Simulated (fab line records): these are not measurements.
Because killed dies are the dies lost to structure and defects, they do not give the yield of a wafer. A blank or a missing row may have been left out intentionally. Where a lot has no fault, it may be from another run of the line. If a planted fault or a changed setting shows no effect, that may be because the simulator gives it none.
The tool behind it: which one? ; flow gf180mcu ; 14 lots with 42 wafers sampled at 2 steps, on a route of 602 steps

WHAT THE GAUGES READ, wafer by wafer
GF_CONTACT_THK_MEAS_01. Usual: CONTACT_CVD_00_THK gives 300.8 nm (standard deviation 2.6).
lot;measured;on;CONTACT_CVD_00_THK (nm);flag
L430;day 15 00:53;film-metro-04;307.0 303.4 303.9;
L431;day 15 13:15;film-metro-01;300.5 300.4 295.1;
L433;day 16 05:51;film-metro-03;298.3 302.5 298.8;
L435;day 17 01:01;film-metro-03;299.4 300.5 299.3;
L437;day 17 21:11;film-metro-04;294.3 299.2 299.3;
L444;day 20 03:37;film-metro-04;302.1 301.4 300.5;
L445;day 20 13:15;film-metro-04;299.9 298.2 305.3;
L446;day 20 21:07;film-metro-01;299.5 295.4 299.4;
L447;day 21 08:51;film-metro-01;298.9 298.7 302.3;
L448;day 21 16:45;film-metro-01;301.2 302.6 303.2;
L450;day 22 10:30;film-metro-01;301.1 302.5 301.9;
L451;day 22 17:50;film-metro-01;301.5 303.6 301.9;
L452;day 23 00:29;film-metro-03;293.5 300.3 300.4;
L453;day 23 04:59;film-metro-01;299.6 298.7 300.0;

EACH LOT AND THE TOOL THAT RAN IT (in order: tool; ch and the chambers of the sampled wafers; start)
lot;GF_SAB_WET_ETCH_12
L430;wet-bench-02 ch 0, day 14 23:52
L431;wet-bench-03 ch 1, day 15 12:22
L433;wet-bench-04 ch 0, day 16 04:58
L435;wet-bench-04 ch 0, day 17 00:07
L437;wet-bench-04 ch 1, day 17 20:16
L444;wet-bench-02 ch 1, day 20 02:43
L445;wet-bench-04 ch 1, day 20 12:22
L446;wet-bench-04 ch 1, day 20 20:13
L447;wet-bench-03 ch 0, day 21 07:58
L448;wet-bench-02 ch 3, day 21 15:52
L450;wet-bench-03 ch 0, day 22 09:37
L451;wet-bench-03 ch 1, day 22 16:55
L452;wet-bench-03 ch 1, day 22 23:34
L453;wet-bench-02 ch 2, day 23 04:07
- GF_SAB_WET_ETCH_12: etches SiO2 in dHF, target depth 22 nm, time 440 s.

AS READ BY THE TOOLS THEMSELVES (means over the sampled wafers that have a number; for cases with no such wafer, the mark the record gives instead)
GF_SAB_WET_ETCH_12. Usual: run-length-s at 468 s, with a standard deviation of 3.2.
lot;tool;run-length-s (s);flag
L430;wet-bench-02;473;
L431;wet-bench-03;466;
L433;wet-bench-04;465;
L435;wet-bench-04;108;OFF
L437;wet-bench-04;108;OFF
L444;wet-bench-02;469;
L445;wet-bench-04;467;
L446;wet-bench-04;474;
L447;wet-bench-03;465;
L448;wet-bench-02;466;
L450;wet-bench-03;464;
L451;wet-bench-03;472;
L452;wet-bench-03;472;
L453;wet-bench-02;467;

THE ANSWER, worked out from the rows above alone
Rule: take the mean of a lot's wafers that have a number; if it is more than 3 standard deviations from the usual mean, the lot is off. Also off: a lot with no number at a reading for which 4 or more lots have one. The other lots that the step has rows for count as sound. After the gauges, taken in route order, come the tools' own readings; for these a lot's mean is taken, as printed above. At the first step where some lot is off, the reading lying furthest off is the one used; lots without a number count as furthest.
Off at GF_SAB_WET_ETCH_12 (run-length-s): L435, L437.
A tool fits if, at that step or a process step before it, it ran every lot that is off, and no sound lot after the first of them. Of those tried, none fits.

WHAT HAD BEEN PUT IN BY THE SIMULATOR
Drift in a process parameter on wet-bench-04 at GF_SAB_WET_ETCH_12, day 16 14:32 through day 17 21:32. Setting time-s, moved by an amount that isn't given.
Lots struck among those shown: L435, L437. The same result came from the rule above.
